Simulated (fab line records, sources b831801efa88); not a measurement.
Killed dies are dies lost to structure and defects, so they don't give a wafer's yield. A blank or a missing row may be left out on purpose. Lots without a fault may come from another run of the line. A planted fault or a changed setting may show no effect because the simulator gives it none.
Problem report in the 8D (eight disciplines) form, filled by code | flow gf180mcu | the parts of the form that need people (team, actions taken, sign-off) are left out

1. THE PROBLEM
tilt_deg at GF_VT_IMPLANT_IMPLANT_19 reads a mean of 7.697 degrees on 6 wafers of 2 lots; wafers without a fault read 6.997 degrees with a standard deviation of 0.017. That is +41 standard deviations from the usual mean.
First seen on wafer L316.2, day 9 13:16, on implanter-01. The record holds 42 wafers of 14 lots with a number at this step. Rule for "out", or "out of limits": more than 4 standard deviations from the usual mean. The other wafers with a number count as sound.

2. WHAT IT IS AND WHAT IT IS NOT
question                    | is                     | is not
which readings at this step | tilt_deg               | -
which lots                  | L316, L318             | L303, L304, L305, L306, L307, L309, L310, L311, L312, L317, L323, L325
which wafers of those lots  | all that have a number | -
read on which tools         | implanter-01           | implanter-03, implanter-04
when                        | from day 9 13:16       | up to then (27 sound wafers); but 9 sound wafers of L317, L323, L325 came after

3. SUSPECTS, AND WHAT RULES EACH OUT
Counting: a tool at a process step up to the reading stays a suspect if it ran every lot that is out and no sound lot after the first of them.
- implanter-01 at GF_VT_IMPLANT_IMPLANT_19: kept. It ran every lot that is out, first L316 (day 9 13:16), and no sound lot after that; its last sound lot up to then is L311 (day 8 09:48). Its own readings are out on those wafers: tilt_deg.
Left after counting: implanter-01 at GF_VT_IMPLANT_IMPLANT_19.

4. THE CAUSE (what the simulator had put in)
Process parameter drift: implanter-01, from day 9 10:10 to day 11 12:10, at GF_VT_IMPLANT_IMPLANT_19. Setting tilt_deg, moved by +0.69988, from 7. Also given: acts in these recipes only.
Counting left only this tool.

5. THE CHAIN OF EFFECTS, in route order
Each row: a reading whose mean over the struck wafers that have a number lies more than 3 standard deviations from the usual. Only readings for which the record gives a usual standard deviation are gone through. hours: the time from each lot's start at the first step in this table that gives one to its start at this step, as a median over the lots. sigmas: the change in usual standard deviations.
hours | step                     | reading  | usual         | on struck wafers | change | sigmas
0     | GF_VT_IMPLANT_IMPLANT_19 | tilt_deg | 6.997 degrees | 7.697            | +0.700 | +41
The process steps in it:
- GF_VT_IMPLANT_IMPLANT_19
Later measuring or inspecting steps at which every struck wafer that the step has a row for has a number for every such reading, and none has moved that far: GF_VT_IMPLANT_OVL_MEAS_40.

6. WHAT WOULD HAVE CAUGHT IT SOONER
In this record the first reading out of limits was taken at day 9 13:16, 3 hours after the fault began at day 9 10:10.
